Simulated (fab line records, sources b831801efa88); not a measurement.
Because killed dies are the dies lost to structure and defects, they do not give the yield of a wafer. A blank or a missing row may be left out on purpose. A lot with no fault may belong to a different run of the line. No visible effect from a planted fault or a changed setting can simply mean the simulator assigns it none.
Matching of chambers	flow sky130	SKY_VIA1_CMP_02 on cmp-01: 4 sister chambers
The step polishes SiO2. 18 wafers are shown with their chamber, then 9 later ones without.

== WAFERS, EACH WITH ITS CHAMBER ==
wafer	chamber	motor current A (A)
L826.2	2	11.5
L826.3	1	12.5
L826.5	1	12.6
L827.1	0	12.4
L827.5	2	12.2
L827.6	1	12.6
L828.1	3	14.6
L828.2	1	12.9
L828.5	1	12.3
L832.2	1	12.4
L832.3	3	14.0
L832.6	3	14.1
L835.4	1	13.2
L835.5	3	14.2
L835.6	2	12.1
L839.2	2	11.7
L839.5	3	14.7
L839.6	0	12.5

SIGNATURES (averages over the wafers above)
reading	chamber 0	chamber 1	chamber 2	chamber 3	scatter within a chamber
motor current A	12.450	12.643	11.875	14.320	0.304
Rule: distance of a wafer from a chamber = root of the sum over the readings of ((wafer's reading minus chamber's mean) / reading's scatter) squared. The wafer belongs to the nearest chamber; if the next one is less than 2 further off, it can't be placed. The scatter: the root of (the sum of the squares of (reading less its chamber's mean) over the shown wafers, divided by (wafers less chambers)).

== WAFERS WITH NO CHAMBER GIVEN ==
wafer	motor current A (A)
L846.2	11.7
L846.4	12.8
L846.6	14.1
L847.1	12.5
L847.4	12.2
L847.6	12.4
L848.3	14.5
L848.5	11.9
L848.6	14.3

== EACH ONE'S CHAMBER ==
wafer	from the rows above	in truth
L846.2	can't be placed: 2 or 0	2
L846.4	can't be placed: 1 or 0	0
L846.6	3	3
L847.1	can't be placed: 0 or 1 or 2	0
L847.4	can't be placed: 0 or 2 or 1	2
L847.6	can't be placed: 0 or 1 or 2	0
L848.3	3	3
L848.5	can't be placed: 2 or 0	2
L848.6	3	3
3 of 9 placed correctly. Can't be placed from these rows: 6 (the true chamber is among the candidates in 6). Wrongly placed: 0.
